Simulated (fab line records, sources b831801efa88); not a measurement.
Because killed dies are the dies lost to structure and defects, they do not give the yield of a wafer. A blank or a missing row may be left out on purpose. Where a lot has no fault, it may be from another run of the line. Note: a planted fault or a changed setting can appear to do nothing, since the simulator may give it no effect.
The same fault as seen by 2 desks	flow gf180mcu	numbers are kept per desk, each desk with only its own; the story behind them comes last

## THE TOOL OWNER'S DESK: furnace-01
The tool's own readings at GF_DUAL_GATE_OXIDATION_15 (stabilise 600 s, purge 300 s, target thk 7.098 nm): means of the sampled wafers that have a number, for each lot that ran on this tool. A lot is out of limits, marked OUT, if its mean lies more than 4 standard deviations from the usual mean; the brackets give that distance.
Columns: A = zonePowerLowerPct at GF_DUAL_GATE_OXIDATION_15, usual 15.7 %; B = zonePowerTopPct at GF_DUAL_GATE_OXIDATION_15, usual 29.0 %
lot	first seen here	A	B
L792	day 10 00:29	14.7	27.9
L795	day 10 12:31	14.5	27.9
L800	day 11 22:53	14.6	27.6
L801	day 12 09:04	14.6	27.9
L810	day 14 23:21	14.6	28.0
This desk's finding: nothing out of limits on any of the 5 lots.

## THE METROLOGY DESK
What the gauges read for every lot (on any tool): the sampled wafers with a number, averaged. A lot is out of limits, marked OUT, if its mean lies more than 4 standard deviations from the usual mean; the brackets give that distance.
Columns: A = DUAL_GATE_OXIDATION_00_THK at GF_DUAL_GATE_THK_MEAS_03, usual 10.87 nm; B = DUAL_GATE_OVL at GF_DUAL_GATE_OVL_MEAS_11, usual -1.2 nm
lot	first seen here	A	B
L792	day 9 07:29	10.93	0.2
L795	day 9 19:25	10.98	-1.4
L798	day 10 12:32	10.61	-0.6
L800	day 11 04:06	10.61	-3.6
L801	day 11 13:58	11.08	-0.7
L810	day 13 23:06	10.58	1.1
This desk's finding: nothing out of limits on any of the 6 lots.

## BROUGHT TOGETHER
Nothing out of limits was seen by the tool owner's desk.
Nothing out of limits was seen by the metrology desk.

## WHAT THE SIMULATOR HAD INSERTED
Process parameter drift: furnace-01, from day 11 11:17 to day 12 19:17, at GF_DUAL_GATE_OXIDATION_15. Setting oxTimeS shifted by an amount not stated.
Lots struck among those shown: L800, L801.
